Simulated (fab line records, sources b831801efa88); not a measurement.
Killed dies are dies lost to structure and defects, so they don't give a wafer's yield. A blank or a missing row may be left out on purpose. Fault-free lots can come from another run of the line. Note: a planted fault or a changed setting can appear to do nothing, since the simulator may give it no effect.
A struck lot beside a sound one :: flow sky130 :: 20 out of 708 route steps
Sound: wafers L288.1, L288.3, L288.5. Struck: wafer L294.1. (L294.4 of the same lot was not struck and is left out.) The cause comes at the end.
Per side, at each step with rows, come the tool, then ch with its chambers, and then its first start. Under that, the readings that differ: sound wafers :: struck wafers :: difference of the means :: sigmas: that difference in standard deviations of wafers without a fault.
alike: readings whose means differ by less than 2 such deviations, and words and numbers that are the same on both sides. not compared: withheld readings, readings that some wafer has no value for, bounds like >300 that may hide the same value, and numbers for which the record gives no deviation and whose values overlap.
A row with sigmas, a row that says differs or no value, or rows on one side alone: a step with any of these is where the two part. Non-overlapping numbers with no deviation appear without sigmas and do not part them. A reading missing from all wafers of one side parts the sides only when that side holds two or more wafers.

first, 4 steps without rows for these wafers: SKY_METAL1_STRIP_21 (strips in post etch residue remover, time 1200 s); SKY_METAL1_CLEAN_22 (cleans in IPA, time 180 s); SKY_METAL1_CLEAN_23 (cleans in O3/DIW); SKY_VIA1_HDPCVD_00 (deposits SiO2, target thk 1030 nm, time 171.7 s).
SKY_VIA1_THK_MEAS_01:
  sound on film-metro-03, day 36 22:48; struck on film-metro-01, day 38 21:21
  alike: VIA1_HDPCVD_THK
SKY_VIA1_CMP_02: polishes SiO2.
  sound on cmp-02 ch 0,1, day 36 22:55; struck on cmp-02 ch 3, day 38 21:28
  alike: head-pressure-psi, motor-current-A, slurry-filter-dp-kPa
SKY_VIA1_BOW_MEAS_03:
  sound on film-metro-04, day 36 23:10; struck on film-metro-04, day 38 21:43
  alike: VIA1_BOW
then, 5 steps without rows for these wafers: SKY_VIA1_DEHYDRATE_04 (time 60 s); SKY_VIA1_HMDS_05 (prime time 60 s); SKY_VIA1_COAT_06 (resist thk 60 nm); SKY_VIA1_COAT_07 (resist thk 450 nm); SKY_VIA1_SOFTBAKE_08 (time 90 s).
SKY_VIA1_EXPOSE_09: exposes mask VIM, target cd 150 nm.
  sound on krf-scanner-02 ch 0, day 37 12:31; struck on krf-scanner-01 ch 0, day 39 09:19
reading: stage-vel-mm-s (mm/s)
sound: 499.89 500.16 499.77
struck: 500.42
difference: +0.48
sigmas: +2
  alike: mask, reticle-temp-C
then, 2 steps without rows for these wafers: SKY_VIA1_PEB_10; SKY_VIA1_DEVELOP_11 (develop time 60 s).
SKY_VIA1_CD_MEAS_12: the cd target is 150 nm.
  sound on cd-sem-01, day 38 00:35; struck on cd-sem-01, day 39 21:56
reading: cd-nm (nm)
sound: 151.3 151.7 151.5
struck: 31.2
difference: -120.3
sigmas: -80
SKY_VIA1_OVL_MEAS_13:
  sound on overlay-02, day 38 00:42; struck on overlay-02, day 39 22:03
  alike: VIA1_OVL
SKY_VIA1_ETCH_14: etches BARC in N2/H2, stops on SiO2, time 45.9 s, target depth 60 nm.
  sound on rie-diel-04 ch 0,1,2, day 38 00:44; struck on rie-diel-01 ch 2, day 39 22:05
reading: model.VIA1.cd-nm (nm)
sound: 151.6 152.1 151.8
struck: 30.69
difference: -121.14
sigmas: 
  alike: drypump-motor-current-A, h2-flow-sccm, oes-product-au, rf-fwd-power-W, throttle-valve-pct
  not compared: rf-hours-counter-h
SKY_VIA1_ETCH_15: etches SiO2 in C4F8/O2/Ar, stops on TiN, target depth 351 nm, time 54 s.
  sound on rie-diel-04 ch 0,1,2, day 38 00:47; struck on rie-diel-01 ch 2, day 39 22:08
  alike: oes-product-au, rf-fwd-power-W
  not compared: rf-hours-counter-h
-- the record jumps here: 10 days lie between the struck wafers' starts before and after (it left off in module VIA1 and takes up again in module PAD_OPEN, whose first step shown is number 708 of the route) --
SKY_PAD_OPEN_PROBE_99:
  record: rows for the struck wafers here (prober-01, day 50 06:59), none for the sound ones

WHERE THEY PART
First at SKY_VIA1_EXPOSE_09; last, within this record, at SKY_PAD_OPEN_PROBE_99.

WHY: whatever the simulator had introduced
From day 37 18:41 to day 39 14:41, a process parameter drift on krf-scanner-01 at SKY_VIA1_EXPOSE_09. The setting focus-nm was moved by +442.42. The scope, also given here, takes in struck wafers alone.
